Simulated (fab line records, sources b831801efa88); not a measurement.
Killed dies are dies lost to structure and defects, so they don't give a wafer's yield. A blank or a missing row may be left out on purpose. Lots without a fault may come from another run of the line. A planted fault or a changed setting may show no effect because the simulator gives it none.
Split-lot experiment | flow sfq_line | 5 lots, 23 wafers read, on a route of 325 steps

THE SPLIT
At SFQ_TRILAYER_L0_LITHO_PEB_008 (peb time 60 s), the setting peb_temp_c was moved away from the recipe's 115 C on 7 of the 23 wafers read, by +1.4% to +2.9%. The other wafers ran this setting at the recipe's value.

FROM THE SPLIT TO THE READING: what the file shows between them, 1 step
- SFQ_TRILAYER_L0_LITHO_DEVELOP_007: time 60 s

THE READING
L0.cd_nm (the simulator's own value, which no gauge read), in nm, at SFQ_TRILAYER_L0_BARC_OPEN_METAL_ETCH_010 (etches BARC in O2, target depth 125 nm, time 41.7 s). The file gives no usual value for it. The 16 wafers here that ran the recipe average 2000 nm, standard deviation 0.9 nm.

wafer  | tool, chamber at the split | peb_temp_c as run, C | against the recipe | L0.cd_nm, nm | against lot-mates on the recipe
L074.1 | litho_track-03, 0          | 115                  | recipe             | 2001         | -
L074.3 | litho_track-03, 0          | 115                  | recipe             | 2000         | -
L074.4 | litho_track-03, 0          | 115                  | recipe             | 2000         | -
L074.5 | litho_track-03, 0          | 115                  | recipe             | 2000         | -
L074.6 | litho_track-03, 0          | 115                  | recipe             | 2002         | -
L076.1 | litho_track-03, 0          | 115                  | recipe             | 2000         | -
L076.4 | litho_track-03, 0          | 115                  | recipe             | 2000         | -
L076.6 | litho_track-03, 0          | 115                  | recipe             | 2000         | -
L076.3 | litho_track-03, 0          | 117.2                | +1.9%              | 1962         | -38
L076.5 | litho_track-03, 0          | 117.2                | +1.9%              | 1962         | -38
L077.2 | litho_track-01, 0          | 115                  | recipe             | 2001         | -
L077.5 | litho_track-01, 0          | 115                  | recipe             | 2001         | -
L077.6 | litho_track-01, 0          | 115                  | recipe             | 2001         | -
L077.3 | litho_track-01, 0          | 116.6                | +1.4%              | 1974         | -27
L077.4 | litho_track-01, 0          | 116.6                | +1.4%              | 1973         | -28
L083.1 | litho_track-02, 0          | 115                  | recipe             | 1998         | -
L083.2 | litho_track-02, 0          | 115                  | recipe             | 2000         | -
L083.3 | litho_track-02, 0          | 118.3                | +2.9%              | 1947         | -52
L083.4 | litho_track-02, 0          | 118.3                | +2.9%              | 1945         | -54
L083.5 | litho_track-02, 0          | 118.3                | +2.9%              | 1945         | -54
L085.2 | litho_track-02, 0          | 115                  | recipe             | 2000         | -
L085.4 | litho_track-02, 0          | 115                  | recipe             | 1999         | -
L085.5 | litho_track-02, 0          | 115                  | recipe             | 2001         | -

THE FIT
A straight line over all 23 wafers: L0.cd_nm changes by -19.2 nm for each +1% of peb_temp_c; r = -1.00; the points scatter about the line by 1 nm.
The same after taking each lot's own level away (the mean of its wafers on the recipe; 23 wafers): -18.9 nm for each +1%; r = -1.00; scatter 1 nm.
On that fit, the largest move of peb_temp_c shifts the reading by 54 nm.
The lots' own levels span 1999.0 to 2001.0 nm, that is 2.2 times the standard deviation above.
So the lot-to-lot level changes the slope little: the two slopes agree.
Check: with one of the wafers moved furthest among these (+2.9%) left out of the fit, the line predicts -55.1 nm for it against its lot-mates. It came out at -52 nm against them.

THE FILE'S OWN FIT
L0.cd_nm changes by -19.1 nm for each +1% of peb_temp_c, r = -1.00.
